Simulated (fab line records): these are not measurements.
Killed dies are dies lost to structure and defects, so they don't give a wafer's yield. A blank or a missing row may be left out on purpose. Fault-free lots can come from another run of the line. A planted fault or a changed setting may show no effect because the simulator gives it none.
fab line records -- flow sfq-line
record: lots: 14, wafers: 41, last-day: 91
route steps=325 shown I3@141
lots untouched by any fault: they come from a run of this same line in which no faults occurred
start-h: start of the lot's first displayed wafer, in hours after the record's first day -- wait-h: hours since the lot's step before -- " unchanged from the row above -- L1.1+2: a row that stands for several wafers -- - no value, or no start given -- * or withheld: withheld -- < > ~ a bound
route shown NAME@n: NAME is a module with steps in the file, n the number in the route of the first one -- usual: mean/standard deviation of fault-free wafers -- same: alike in all rows -- chamber/n: place in a boat -- sites: per-site readings -- _std_site: the standard deviation of these -- _edge_site: inner sites' mean taken away from outer sites' mean -- radius-mm: for every site, how far away it sits from the centre of the wafer -- mask NAME#n: copy n -- behind: the tool/chamber that last shaped the wafer -- hold: the reason the lot was held/the length of the hold in hours/how it ended -- device: the transistor (n, p or np) that didn't switch -- end of line: the route-end tests of the same wafers -- for a step that has no rows: nothing shown but its recipe -- killed: dies that structure and defects cost at the first sort, which is not the same as the wafer's yield -- map: a wafer's dies, x killed, . not, _ none there
set.NAME: the setting that was run; set.NAME@STEP: the one run at that earlier step -- model.NAME: the simulator's own value behind a step, which no gauge read
steps of the route over a sample of lots; a table a step, a row a wafer
== steps ==
step: SFQ_TRILAYER_I3_VIA_LITHO_PEB_088
recipe: peb-temp-c: 115, peb-time-s: 60, resist: KrF
usual: heater-power-total-W: 79.15/0.07, plate-temp-C: 115.00/0.14
lot.wafer,tool,chamber,start-h,wait-h,heater-power-total-W,plate-temp-C
L180.2,litho-track-02,0,1017.68,0.8,79.22,114.99
L180.4,litho-track-02,0,1017.68,0.8,79.23,115.11
L180.5,litho-track-02,0,1017.68,0.8,79.23,115.06
L186.2,litho-track-02,0,1059.93,0.8,79.20,114.84
L186.4,litho-track-02,0,1059.93,0.8,79.09,114.97
L186.5,litho-track-02,0,1059.93,0.8,79.13,114.93
L190.1,litho-track-04,0,1127.11,1.0,81.24,117.11
L190.6,litho-track-04,0,1127.11,1.0,81.12,117.27
L191.1,litho-track-04,0,1128.31,1.0,81.12,117.41
L191.2,litho-track-04,0,1128.31,1.0,81.24,117.38
L191.5,litho-track-04,0,1128.31,1.0,81.13,117.07
L192.1,litho-track-02,0,1142.70,1.0,79.04,115.27
L192.4,litho-track-02,0,1142.70,1.0,79.07,114.78
L192.6,litho-track-02,0,1142.70,1.0,79.13,114.99
L193.3,litho-track-02,0,1147.55,0.7,79.03,114.76
L193.4,litho-track-02,0,1147.55,0.7,79.23,114.87
L193.6,litho-track-02,0,1147.55,0.7,79.16,115.05
L195.3,litho-track-02,0,1158.27,0.7,79.26,115.11
L195.4,litho-track-02,0,1158.27,0.7,79.18,115.00
L195.5,litho-track-02,0,1158.27,0.7,79.05,114.90
L196.2,litho-track-01,0,1159.45,0.8,79.08,114.93
L196.4,litho-track-01,0,1159.45,0.8,79.00,115.06
L196.6,litho-track-01,0,1159.45,0.8,79.17,114.95
L197.2,litho-track-02,0,1163.05,0.8,79.17,115.09
L197.3,litho-track-02,0,1163.05,0.8,79.11,115.20
L197.4,litho-track-02,0,1163.05,0.8,79.00,115.06
L199.3,litho-track-02,0,1170.27,0.7,79.17,114.97
L199.5,litho-track-02,0,1170.27,0.7,79.12,114.95
L199.6,litho-track-02,0,1170.27,0.7,79.21,115.01
L200.2,litho-track-02,0,1173.85,0.8,79.02,115.24
L200.5,litho-track-02,0,1173.85,0.8,79.07,114.79
L200.6,litho-track-02,0,1173.85,0.8,79.22,115.16
L201.1,litho-track-01,0,1179.82,1.0,79.18,115.05
L201.2,litho-track-01,0,1179.82,1.0,79.20,114.82
L201.5,litho-track-01,0,1179.82,1.0,79.07,114.86
L202.2,litho-track-02,0,1185.85,0.8,79.21,114.94
L202.3,litho-track-02,0,1185.85,0.8,78.98,115.16
L202.5,litho-track-02,0,1185.85,0.8,79.20,115.15
L203.1,litho-track-01,0,1221.47,1.0,79.06,114.79
L203.5,litho-track-01,0,1221.47,1.0,79.22,114.94
L203.6,litho-track-01,0,1221.47,1.0,79.17,114.82
== key ==
first-sign: step: SFQ_TRILAYER_I3_VIA_LITHO_PEB_088, reading: heater-power-total-W, direction: up, sigmas: 29, usual: 79.15, struck: 81.17
effect: step: SFQ_TRILAYER_I3_VIA_LITHO_PEB_088, reading: plate-temp-C, direction: up, sigmas: 16, usual: *, struck: *
met-at SFQ_TRILAYER_I3_VIA_LITHO_PEB_088
struck-lots L190,L191
fault: kind: process-parameter-drift, tool: litho-track-04, chamber: -, onset-h: 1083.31, steps: SFQ_TRILAYER_I3_VIA_LITHO_PEB_088, channel: peb-temp-c, offset: *, shape: step, end-h: 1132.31, acts-in: *, stated: *
